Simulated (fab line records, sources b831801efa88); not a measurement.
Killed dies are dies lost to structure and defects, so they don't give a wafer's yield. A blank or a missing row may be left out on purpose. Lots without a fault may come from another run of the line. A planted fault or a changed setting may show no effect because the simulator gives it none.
Which tool did it? | flow sky130 | 6 lots, 18 wafers sampled, at 2 steps of a route of 708

WHAT THE GAUGES READ, wafer by wafer
SKY_GATE_OXIDE_THK_MEAS_02.
lot  | measured     | on            | GATE_OXIDE_OXIDATION_00_THK (nm)
L581 | day 14 21:31 | film_metro-03 | 12.30 12.14 12.28
L584 | day 15 17:48 | film_metro-03 | 11.94 11.85 11.79
L592 | day 18 10:42 | film_metro-01 | 10.41 10.44 10.48
L595 | day 19 17:53 | film_metro-03 | 9.96 9.85 10.14
L597 | day 20 06:23 | film_metro-01 | 10.12 10.03 10.08
L599 | day 20 15:44 | film_metro-04 | 10.44 10.40 10.29

WHICH TOOL RAN EACH LOT (tool, then ch and the chambers of the sampled wafers, then the start)
lot  | SKY_GATE_OXIDE_OXIDATION_01
L581 | furnace-01 ch 0, day 14 20:06
L584 | furnace-01 ch 0, day 15 16:23
L592 | furnace-02 ch 0, day 18 09:17
L595 | furnace-02 ch 0, day 19 16:28
L597 | furnace-02 ch 0, day 20 04:57
L599 | furnace-01 ch 0, day 20 14:19
- SKY_GATE_OXIDE_OXIDATION_01: stabilise 600 s, purge 300 s, target thk 10.268 nm.

THE ANSWER, worked out from the rows above alone
Rule: what is usual is taken from the lots themselves. Put in order of their means at a reading, lots are off if they are a third of the lots or fewer, leave a main group of 4 or more, and stand apart from it by a gap of 3 or more times the standard deviation of the main group's means; of several such gaps the widest counts. A main group whose means are all the same, to the digits that the tables above print for the reading, isn't used. A lot without any number at a reading at which 4 lots or more have one is off too. The other lots that the step has rows for count as sound.
Off: L581, L584, at SKY_GATE_OXIDE_THK_MEAS_02 (GATE_OXIDE_OXIDATION_00_THK). The main group: mean 10.22 nm, standard deviation 0.19.
A tool fits if, at a process step before that reading, it ran every lot that is off, and no sound lot after the first of them. The gauges at SKY_GATE_OXIDE_THK_MEAS_02 are tried like those tools. None of those tried fits.

WHAT THE SIMULATOR HAD PUT IN
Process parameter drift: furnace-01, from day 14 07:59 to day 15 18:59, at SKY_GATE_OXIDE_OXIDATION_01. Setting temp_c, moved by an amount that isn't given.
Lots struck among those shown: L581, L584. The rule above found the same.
